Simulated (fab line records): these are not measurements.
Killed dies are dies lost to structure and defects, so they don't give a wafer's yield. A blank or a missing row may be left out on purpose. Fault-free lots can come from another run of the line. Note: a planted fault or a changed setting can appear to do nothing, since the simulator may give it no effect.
Comparing a struck lot with a sound one | flow sfq line | 14 steps out of a route of 325
Sound: the wafers L295.1, L295.2, L295.6. Struck: wafers L304.1, L304.3, L304.5. At the end, the cause is stated.
Order at every step that has rows: each side's tool, ch and its chambers, its first start. Under that, the readings that differ: sound wafers | struck wafers | difference of the means | sigmas: that difference in standard deviations of wafers without a fault.
alike: a reading whose means differ by less than 2 such deviations, as well as words and numbers matching on both sides. not compared: withheld readings; readings where some wafer has no value; bounds like >300 that might hide an equal value; numbers whose values overlap and for which the record gives no deviation.
The two part at a step that has a row with sigmas, a row that says differs or no value, or rows on one side only. Non-overlapping numbers with no deviation appear without sigmas and do not part them. A reading that every wafer of one side lacks parts them only if that side has two wafers or more.

first, 6 steps without rows for these wafers: SFQ_TRILAYER_I6_VIA_LITHO_COAT_174 (resist thk 62 nm); SFQ_TRILAYER_I6_VIA_LITHO_COAT_169 (resist thk 650 nm); SFQ_TRILAYER_I6_VIA_LITHO_SOFTBAKE_173; SFQ_TRILAYER_I6_VIA_LITHO_EXPOSE_170 (exposes mask I6, target cd 700 nm); SFQ_TRILAYER_I6_VIA_LITHO_PEB_172 (peb time 60 s); SFQ_TRILAYER_I6_VIA_LITHO_DEVELOP_171 (time 60 s).
SFQ_I6_OVL_MEAS_942:
  struck on overlay-02, day 76 14:50; sound on overlay-01, day 63 01:23
  alike: I6_OVL
SFQ_TRILAYER_I6_VIA_BARC_OPEN_VIA_ETCH_235: etches BARC in O2, target depth 125 nm, time 41.7 s.
  sound on rie diel-03 ch 2,3, day 63 01:25; struck on rie diel-03 ch 0,1,2, day 76 14:52
  alike: drypump motor current A, oes product au, rf fwd power W
  not compared: rf hours counter h
SFQ_TRILAYER_I6_VIA_ETCH_VIA_ETCH_172: etches SiO2 in CHF3, stops on Nb, target depth 260 nm.
  sound on rie diel-03 ch 2,3, day 63 01:27; struck on rie diel-03 ch 0,1,2, day 76 14:54
  alike: drypump motor current A, oes product au, rf fwd power W
SFQ_TRILAYER_I6_VIA_STRIP_STRIP_173: strips in O2.
  sound on rie metal-03 ch 0,1, day 63 01:34; struck on rie metal-03 ch 0,1, day 76 15:01
  alike: drypump motor current A, oes product au
  not compared: rf hours counter h
then, 2 steps without rows for these wafers: SFQ_TRILAYER_I6_VIA_STRIP_SOLV_CLEAN_174 (cleans in NMP, time 600 s); SFQ_TRILAYER_M7_DEP_PRE_CLEAN_176 (time 22.5 s).
SFQ_TRILAYER_M7_DEP_SPUTTER_175: material Nb, target thk 200 nm, time 133.3 s.
  struck on pvd sputter-04, day 76 16:05; sound on pvd sputter-06, day 63 02:22
  alike: base pressure pa, throttle valve pct
SFQ_M7_RS_MEAS_943: uses a four-point probe to measure.
  struck on film metro-04, day 76 16:28; sound on film metro-02, day 63 02:28
  reading           | sound             | struck            | difference | sigmas
  M7_NB_RS (ohm/sq) | 0.900 0.895 0.898 | 0.440 0.441 0.443 | -0.456     | -38

## WHERE THEY PART
Only at SFQ_M7_RS_MEAS_943, within this record.

WHY: the cause the simulator had injected
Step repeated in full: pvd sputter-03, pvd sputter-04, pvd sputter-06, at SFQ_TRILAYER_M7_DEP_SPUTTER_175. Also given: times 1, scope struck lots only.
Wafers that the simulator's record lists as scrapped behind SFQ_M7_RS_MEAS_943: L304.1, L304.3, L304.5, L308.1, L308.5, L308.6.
